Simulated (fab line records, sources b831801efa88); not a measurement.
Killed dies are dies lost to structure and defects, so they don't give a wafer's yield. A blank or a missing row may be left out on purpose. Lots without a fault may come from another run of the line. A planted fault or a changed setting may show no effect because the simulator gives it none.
Chamber matching | flow sky130 | SKY_VIA1_CMP_24 on cmp-02: 4 sister chambers
The step polishes, stops on SiO2, t overpolish 15 s, target thk 0 nm. 20 wafers are shown with their chamber, then 10 later ones without.

WAFERS WITH THEIR CHAMBER
wafer  | chamber | motor_current_A (A) | time_to_endpoint_s (s) | slurry_filter_dp_kPa (kPa)
L075.2 | 3       | 13.0                | 67                     | 13.62
L075.3 | 2       | 12.4                | 61                     | 13.57
L075.6 | 3       | 12.9                | 65                     | 13.48
L076.3 | 3       | 12.4                | 66                     | 13.61
L076.5 | 3       | 12.2                | 68                     | 13.55
L076.6 | 2       | 12.9                | 64                     | 13.33
L077.3 | 2       | 12.8                | 58                     | 13.42
L077.4 | 3       | 12.9                | 64                     | 13.53
L077.5 | 1       | 10.8                | 55                     | 13.61
L079.1 | 2       | 12.7                | 61                     | 13.34
L079.4 | 1       | 10.7                | 56                     | 13.39
L079.6 | 3       | 12.5                | 62                     | 13.32
L081.2 | 1       | 11.0                | 61                     | 13.56
L081.3 | 2       | 12.4                | 61                     | 13.59
L081.5 | 2       | 12.6                | 63                     | 13.57
L084.4 | 3       | 12.5                | 60                     | 13.42
L084.5 | 3       | 12.5                | 60                     | 13.26
L084.6 | 2       | 13.0                | 57                     | 13.73
L089.3 | 1       | 10.4                | 60                     | 13.66
L089.4 | 0       | 10.2                | 71                     | 13.27

SIGNATURES (means of the wafers above)
reading              | chamber 0 | chamber 1 | chamber 2 | chamber 3 | scatter within a chamber
motor_current_A      | 10.200    | 10.725    | 12.686    | 12.613    | 0.26
time_to_endpoint_s   | 71.00     | 58.00     | 60.71     | 64.00     | 2.84
slurry_filter_dp_kPa | 13.2700   | 13.5550   | 13.5071   | 13.4737   | 0.136
Rule: a wafer's distance from a chamber is the root of the sum, over the readings, of the square of ((its reading less the chamber's mean) divided by the reading's scatter). The wafer belongs to the nearest chamber; if the next one is less than 2 further off, it can't be placed. The scatter: the root of (the sum of the squares of (reading less its chamber's mean) over the shown wafers, divided by (wafers less chambers)).

WAFERS WITHOUT THEIR CHAMBER
wafer  | motor_current_A (A) | time_to_endpoint_s (s) | slurry_filter_dp_kPa (kPa)
L089.5 | 10.8                | 71                     | 13.64
L090.2 | 12.8                | 63                     | 13.31
L090.3 | 12.4                | 65                     | 13.38
L090.5 | 12.6                | 63                     | 13.53
L095.1 | 12.7                | 63                     | 13.46
L095.3 | 10.4                | 61                     | 13.64
L095.6 | 11.2                | 72                     | 13.53
L097.1 | 12.2                | 62                     | 13.28
L097.3 | 13.0                | 59                     | 13.46
L097.4 | 10.3                | 67                     | 13.39

WHICH CHAMBER EACH WENT THROUGH
wafer  | from the rows above          | in truth
L089.5 | can't be placed: 0 or 1      | 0
L090.2 | can't be placed: 3 or 2      | 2
L090.3 | can't be placed: 3 or 2      | 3
L090.5 | can't be placed: 3 or 2      | 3
L095.1 | can't be placed: 3 or 2      | 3
L095.3 | 1                            | 1
L095.6 | can't be placed: 0 or 1 or 3 | 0
L097.1 | can't be placed: 3 or 2      | 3
L097.3 | can't be placed: 2 or 3      | 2
L097.4 | 0                            | 0
Placed correctly: 2 of 10. Can't be placed from these rows: 8 (the true chamber is among the candidates in 8). Placed wrongly: 0.
